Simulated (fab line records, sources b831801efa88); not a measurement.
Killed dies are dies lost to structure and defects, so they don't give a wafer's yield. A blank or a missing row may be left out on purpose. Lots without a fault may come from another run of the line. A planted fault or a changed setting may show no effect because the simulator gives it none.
fab line records | flow sfq_line
record lots=13 wafers=37 last_day=82
route steps=325 shown L0V@26 I0@44 I2@113 JJ@183
lots that met no fault: from a run of the same line without faults
start_h: hours from the record's first day to the start of the lot's first wafer shown | wait_h: hours since the lot's step before | " the same as in the row above | L1.1+2: a row that stands for several wafers | - no value, or no start given | * or withheld: withheld | < > ~ a bound
route shown NAME@n: a module of which the file shows steps, and the number in the route of the first | usual: mean/standard deviation of fault-free wafers | same: alike in all rows | chamber/n: place in a boat | sites: the reading at each site | _std_site: their standard deviation | _edge_site: outer sites' mean less inner sites' | radius_mm: how far each site lies from the wafer's centre | mask NAME#n: copy n | behind: the tool/chamber that last shaped the wafer | hold: why the lot was held/for how many hours/how that ended | device: the transistor (n, p or np) that didn't switch | end of line: the same wafers' tests at the end of the route | a step without rows: its recipe alone | killed: dies lost to structure and defects at the first sort, not the wafer's yield | map: a wafer's dies, x killed, . not, _ none there
set.NAME: the setting as run; set.NAME@STEP: as run at that earlier step | model.NAME: the simulator's own value behind a step, which no gauge read
steps of the route over a sample of lots; a table a step, a row a wafer
services: from which hour (start_h, from the record's first day; less than 0 if before it) a tool's chamber was out of use, for how many hours, and why
## steps
# step SFQ_TRILAYER_L0_VIA_STRIP_STRIP_017
# recipe gas=O2 power_w=200 platen_temp_c=40 overash_fraction=0.65 chemistry=O2 pressure_mtorr=50
# usual drypump_motor_current_A=5.4/0.47 oes_product_au=0.999/0.0071
# columns lot.wafer tool chamber start_h wait_h drypump_motor_current_A oes_product_au rf_hours_counter_h
L598.1 rie_metal-04 0 97.64 - 5.3 1.004 13
L598.2 " 1 " " 5.0 1.001 110
L598.3 " 1 " " 5.0 1.001 -
L600.3 rie_metal-01 0 109.84 - 6.1 1.007 -
L600.4 " 1 " " 5.5 1.000 -
L600.6 " 1 " " 5.5 0.991 -
L601.1 rie_metal-01 1 114.44 - 5.5 1.002 135
L601.2 " 0 " " 6.1 0.996 8
L601.6 " 1 " " 5.5 0.991 -
L602.5 rie_metal-04 0 123.24 - 5.3 1.019 -
L602.6 " 1 " " 5.0 0.999 -
L603.3 rie_metal-03 1 129.04 - 4.9 0.994 -
L603.4 " 0 " " 6.1 0.993 -
L603.6 " 0 " " 6.1 0.998 -
L606.5 rie_metal-01 1 150.37 - 5.5 0.999 -
L606.6 " 0 " " 6.1 1.006 -
L612.2 rie_metal-04 1 222.54 - 5.0 0.994 128
L612.5 " 0 " " 5.2 0.990 -
L612.6 " 1 " " 5.0 0.995 -
L613.1 rie_metal-01 0 226.14 - 6.1 1.001 22
L613.5 " 1 " " 5.5 0.999 -
L613.6 " 0 " " 6.1 0.994 -
L615.1 rie_metal-04 0 236.94 - 5.3 1.006 38
L615.2 " 1 " " 5.0 0.999 131
L615.3 " 1 " " 5.0 0.996 -
L616.1 rie_metal-01 0 241.29 - 6.1 1.000 24
L616.5 " 1 " " 5.5 0.994 -
L616.6 " 0 " " 6.1 1.002 -
L617.1 rie_metal-03 1 246.09 - 4.9 1.011 5
L617.3 " 1 " " 4.9 1.006 -
L617.5 " 1 " " 4.9 1.009 -
L618.1 rie_metal-03 1 258.09 - 4.9 1.012 9
L618.2 " 1 " " 5.0 1.001 -
L618.5 " 1 " " 5.0 1.003 -
L620.2 rie_metal-03 1 268.89 - 4.9 0.999 10
L620.3 " 0 " " 6.1 0.998 -
L620.4 " 1 " " 4.9 0.998 -
# step SFQ_TRILAYER_I0_CMP_CMP_028
# recipe material=SiO2 down_force_psi=3 platen_rpm=60 pad_velocity_m_s=0.94248
# usual motor_current_A=10.7/0.96 time_to_endpoint_s=214/6.7
# columns lot.wafer tool chamber start_h wait_h motor_current_A time_to_endpoint_s
L598.3 cmp-02 1 121.02 5.5 11.2 221
L598.1 " 2 " " 9.6 216
L598.2 " 3 " " 9.8 211
L600.3 cmp-01 0 131.02 4.7 11.2 219
L600.4 " 1 " " 11.7 222
L600.6 " 0 133.02 6.7 11.2 212
L601.2 cmp-01 2 137.57 0.5 9.7 209
L601.1 " 3 " " 11.9 207
L601.6 " 2 139.57 2.5 9.6 215
L602.5 cmp-01 2 150.57 2.6 9.8 178
L602.6 " 3 " " 11.4 221
L603.4 cmp-02 1 154.47 0.5 10.9 223
L603.3 " 3 155.47 1.5 9.8 207
L603.6 " 1 156.47 2.5 11.2 214
L606.6 cmp-01 0 173.98 2.0 11.7 221
L606.5 " 1 " " 11.8 228
L612.2 cmp-01 2 253.20 8.3 9.3 215
L612.5 " 3 " " 11.2 225
L612.6 " 0 " " 11.6 223
L613.1 cmp-02 3 254.85 5.9 10.2 204
L613.5 " 1 255.85 6.9 11.4 214
L613.6 " 2 " " 9.7 217
L615.2 cmp-02 3 277.85 3.4 9.8 203
L615.3 " 1 278.85 4.4 10.7 209
L615.1 " 2 " " 9.6 216
L616.1 cmp-02 3 284.85 5.1 9.7 213
L616.5 " 1 285.85 6.1 10.7 216
L616.6 " 2 " " 9.3 212
L617.1 cmp-02 2 289.85 5.3 9.0 194
L617.3 " 1 291.35 6.8 11.4 194
L617.5 " 3 292.35 7.8 9.8 206
L618.1 cmp-01 3 303.85 8.5 11.6 208
L618.2 " 0 " " 12.0 209
L618.5 " 3 305.85 10.5 11.5 219
L620.3 cmp-01 1 312.85 9.0 11.7 209
L620.2 " 2 " " 9.9 205
L620.4 " 3 " " 11.3 211
# step SFQ_I0_BOW_MEAS_907
# recipe mode=bow
# usual I0_BOW=1/7.4
# columns lot.wafer tool chamber start_h wait_h I0_BOW[um]
L598.1 film_metro-04 - 124.02 2.0 1
L598.2 " - " " -1
L598.3 " - " " -4
L600.3 film_metro-01 - 134.06 2.5 8
L600.4 " - " " -1
L600.6 " - " " 7
L601.1 film_metro-02 - 140.07 1.5 6
L601.2 " - " " -3
L601.6 " - " " 0
L602.5 film_metro-01 - 151.65 0.6 -4
L602.6 " - " " -11
L602.5 film_metro-01 - 152.97 1.3 -
L602.6 " - " " -
L603.3 film_metro-02 - 157.01 1.0 5
L603.4 " - " " -4
L603.6 " - " " 0
L606.5 film_metro-01 - 175.06 0.1 -3
L606.6 " - " " 9
L612.2 film_metro-04 - 254.72 1.0 2
L612.5 " - " " 0
L612.6 " - " " 3
L613.1 film_metro-01 - 256.85 1.5 -1
L613.5 " - " " -3
L613.6 " - " " 13
L615.1 film_metro-04 - 280.85 1.0 -10
L615.2 " - " " -5
L615.3 " - " " -12
L616.1 film_metro-02 - 286.85 1.5 -4
L616.5 " - " " -6
L616.6 " - " " -3
L617.1 film_metro-01 - 292.85 2.5 -5
L617.3 " - " " -3
L617.5 " - " " 7
L618.1 film_metro-01 - 306.85 2.5 -5
L618.2 " - " " 3
L618.5 " - " " -8
L620.2 film_metro-01 - 315.87 2.0 10
L620.3 " - " " 1
L620.4 " - " " -7
# step SFQ_TRILAYER_I0_METRO_MEASURE_029
# usual thk_nm=200.0/1.1
# columns lot.wafer tool chamber start_h wait_h thk_nm
L598.1 film_metro-04 - 124.14 0.1 198.3
L598.2 " - " " 199.2
L598.3 " - " " 199.0
L600.3 film_metro-01 - 134.54 0.5 200.9
L600.4 " - " " 200.6
L600.6 " - " " 199.8
L601.1 film_metro-02 - 140.19 0.1 200.9
L601.2 " - " " 200.7
L601.6 " - " " 200.0
L603.3 film_metro-02 - 157.49 0.5 199.7
L603.4 " - " " 199.5
L603.6 " - " " 198.3
L602.5 film_metro-01 - 157.71 4.7 249.3
L602.6 " - " " 200.9
L602.5 film_metro-01 - 159.08 1.2 249.4
L602.6 " - " " 200.9
L606.5 film_metro-01 - 175.90 0.8 200.5
L606.6 " - " " 198.8
L612.2 film_metro-04 - 255.02 0.3 199.8
L612.5 " - " " 202.2
L612.6 " - " " 200.8
L613.1 film_metro-01 - 256.97 0.1 200.7
L613.5 " - " " 201.5
L613.6 " - " " 201.2
L615.1 film_metro-04 - 280.97 0.1 200.4
L615.2 " - " " 199.5
L615.3 " - " " 201.0
L616.1 film_metro-02 - 286.97 0.1 198.9
L616.5 " - " " 198.7
L616.6 " - " " 196.9
L617.1 film_metro-01 - 292.97 0.1 198.4
L617.3 " - " " 197.7
L617.5 " - " " 199.5
L618.1 film_metro-01 - 306.97 0.1 199.9
L618.2 " - " " 200.0
L618.5 " - " " 199.6
L620.2 film_metro-01 - 316.17 0.3 199.6
L620.3 " - " " 200.0
L620.4 " - " " 199.7
# step SFQ_TRILAYER_I0_VIA_ETCH_VIA_ETCH_034
# recipe target=SiO2 stop_on=Nb mask_material=PR taper_deg=20 chemistry=CHF3 target_depth_nm=260 source_w=500 bias_w=80 pressure_mtorr=30 time_s=withheld
# usual drypump_motor_current_A=5.7/0.57 oes_product_au=0.854/0.0054
# columns lot.wafer tool chamber start_h wait_h drypump_motor_current_A oes_product_au
L598.1 rie_diel-02 0 243.65 0.0 6.4 0.853
L598.2 " 1 " " 4.8 0.843
L598.3 " 2 " " 5.6 0.840
L600.3 rie_diel-04 2 253.25 0.0 5.6 0.863
L600.4 " 3 " " 6.2 0.864
L600.6 " 1 " " 6.2 0.853
L601.1 rie_diel-04 2 259.25 0.0 5.6 0.855
L601.2 " 3 " " 6.3 0.858
L601.6 " 3 " " 6.2 0.855
L602.5 rie_diel-02 2 270.10 0.1 5.6 0.980
L602.6 " 3 " " 5.8 0.861
L603.3 rie_diel-04 3 273.64 0.0 6.2 0.858
L603.4 " 2 " " 5.6 0.856
L603.6 " 3 " " 6.3 0.859
L606.5 rie_diel-02 1 291.28 0.1 4.8 0.848
L606.6 " 0 " " 6.4 0.849
L612.2 rie_diel-04 3 364.32 0.0 6.2 0.857
L612.5 " 3 " " 6.3 0.860
L612.6 " 0 " " 5.6 0.859
L613.1 rie_diel-01 3 366.72 0.0 6.5 0.858
L613.5 " 1 " " 4.7 0.854
L613.6 " 3 " " 6.4 0.847
L615.1 rie_diel-04 1 418.64 0.0 6.2 0.852
L615.2 " 2 " " 5.6 0.850
L615.3 " 0 " " 5.5 0.854
L616.1 rie_diel-02 2 423.61 0.0 5.6 0.850
L616.5 " 0 " " 6.4 0.849
L616.6 " 3 " " 5.8 0.855
L617.1 rie_diel-02 3 430.65 0.0 5.8 0.853
L617.3 " 0 " " 6.4 0.846
L617.5 " 0 " " 6.4 0.862
L618.1 rie_diel-01 1 443.84 0.0 4.7 0.861
L618.2 " 3 " " 6.4 0.852
L618.5 " 2 " " 5.6 0.856
L620.2 rie_diel-04 3 454.64 0.0 6.2 0.859
L620.3 " 2 " " 5.6 0.854
L620.4 " 0 " " 5.6 0.849
# step SFQ_I2_OVL_MEAS_918
# usual I2_OVL=-1/5.7
# columns lot.wafer tool chamber start_h wait_h I2_OVL[nm]
L598.1 overlay-02 - 690.46 0.1 -2
L598.2 " - " " -14
L598.3 " - " " -7
L600.3 overlay-01 - 700.82 0.1 1
L600.4 " - " " -2
L600.6 " - " " 0
L601.1 overlay-02 - 711.61 0.1 -5
L601.2 " - " " -3
L601.6 " - " " -12
L602.5 overlay-02 - 714.03 0.0 -6
L602.6 " - " " -10
L603.3 overlay-02 - 716.42 0.1 -6
L603.4 " - " " -3
L603.6 " - " " -2
L606.5 overlay-02 - 720.16 0.0 -5
L606.6 " - " " -6
L612.2 overlay-02 - 961.11 0.1 -16
L612.5 " - " " -15
L612.6 " - " " -14
L613.1 overlay-02 - 963.51 0.1 2
L613.5 " - " " -2
L613.6 " - " " -3
L615.1 overlay-02 - 1010.31 0.1 4
L615.2 " - " " 8
L615.3 " - " " 2
L616.1 overlay-02 - 1029.24 0.1 0
L616.5 " - " " 3
L616.6 " - " " 3
L617.1 overlay-01 - 1032.84 0.1 4
L617.3 " - " " 3
L617.5 " - " " 0
L618.1 overlay-02 - 1034.04 0.1 6
L618.2 " - " " 2
L618.5 " - " " 6
L620.2 overlay-01 - 1038.97 0.1 8
L620.3 " - " " 7
L620.4 " - " " 13
# step SFQ_JJ_RS_MEAS_929
# recipe thk_meas_gauge=four-point-probe reads=Nb_of_TRILAYER_JJ_TRILAYER_DEP_SPUTTER_112
# usual JJ_NB_RS=1.051/0.0085
# columns lot.wafer tool chamber start_h wait_h JJ_NB_RS[ohm/sq]
L598.1 film_metro-01 - 1120.35 0.0 1.039
L598.2 " - " " 1.041
L598.3 " - " " 1.050
L600.3 film_metro-02 - 1138.37 0.1 1.054
L600.4 " - " " 1.047
L600.6 " - " " 1.055
L601.1 film_metro-03 - 1144.33 0.0 1.060
L601.2 " - " " 1.047
L601.6 " - " " 1.049
L602.5 film_metro-03 - 1148.01 0.1 1.051
L602.6 " - " " 1.048
L603.3 film_metro-03 - 1150.37 0.1 1.053
L603.4 " - " " 1.047
L603.6 " - " " 1.040
L606.5 film_metro-03 - 1157.61 0.1 1.054
L606.6 " - " " 1.058
L612.2 film_metro-01 - 1239.48 0.1 1.035
L612.5 " - " " 1.056
L612.6 " - " " 1.055
L613.1 film_metro-01 - 1245.46 0.0 1.040
L613.5 " - " " 1.034
L613.6 " - " " 1.038
L615.1 film_metro-01 - 1311.81 0.0 1.050
L615.2 " - " " 1.049
L615.3 " - " " 1.046
L616.1 film_metro-01 - 1339.41 0.0 1.041
L616.5 " - " " 1.031
L616.6 " - " " 1.032
L617.1 film_metro-03 - 1449.93 0.0 1.067
L617.3 " - " " 1.059
L617.5 " - " " 1.061
L618.1 film_metro-03 - 1454.73 0.0 1.066
L618.2 " - " " 1.062
L618.5 " - " " 1.060
L620.2 film_metro-02 - 1461.95 0.1 1.060
L620.3 " - " " 1.062
L620.4 " - " " 1.054
## services
# columns tool chamber start_h hours kind
film_metro-01 - 81.61 0.9 pm
rie_diel-04 1 97.18 1.9 repair
cmp-02 - 97.86 5.2 pm
film_metro-01 - 162.88 0.9 pm
cmp-02 - 163.57 6.2 pm
film_metro-01 - 167.89 0.2 pm
cmp-02 - 192.29 5.8 repair
cmp-02 - 209.38 1.3 repair
cmp-01 - 212.51 0.6 repair
cmp-02 - 218.23 1.6 repair
cmp-02 - 234.85 4.0 pm
cmp-01 - 244.54 4.2 pm
cmp-01 - 295.24 0.4 repair
cmp-02 - 295.67 3.9 repair
rie_diel-04 2 298.38 15.2 repair
cmp-02 - 302.00 1.8 repair
cmp-01 - 320.26 0.6 repair
film_metro-01 - 326.61 0.9 pm
rie_diel-04 2 358.93 8.1 repair
film_metro-01 - 408.31 0.8 pm
cmp-01 - 408.79 4.0 pm
film_metro-01 - 412.89 0.2 pm
film_metro-01 - 423.92 6.6 repair
cmp-01 - 449.56 0.3 repair
## key
first_sign step=SFQ_TRILAYER_I0_CMP_CMP_028 reading=time_to_endpoint_s direction=down sigmas=5.4 usual=* struck=*
effect step=SFQ_I0_BOW_MEAS_907 reading=visit direction=added
effect step=SFQ_TRILAYER_I0_METRO_MEASURE_029 reading=visit direction=added
effect step=SFQ_TRILAYER_I0_METRO_MEASURE_029 reading=thk_nm direction=up sigmas=46 usual=200.0 struck=249.3
effect step=SFQ_TRILAYER_I0_VIA_ETCH_VIA_ETCH_034 reading=oes_product_au direction=up sigmas=23 usual=0.854 struck=0.980
met_at SFQ_TRILAYER_I0_CMP_CMP_028
struck_lots L602
struck_wafers L602.5
not_acting_at SFQ_TRILAYER_L0_VIA_STRIP_STRIP_017,SFQ_I2_OVL_MEAS_918,SFQ_JJ_RS_MEAS_929
onset_between 137.57 150.57
fault kind=process_parameter_drift tool=cmp-01 chamber=- onset_h=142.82 steps=SFQ_TRILAYER_I0_CMP_CMP_028 channel=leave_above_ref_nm offset=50 shape=step end_h=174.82 scope=struck_wafers_only acts_in=these_recipes_only stated=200
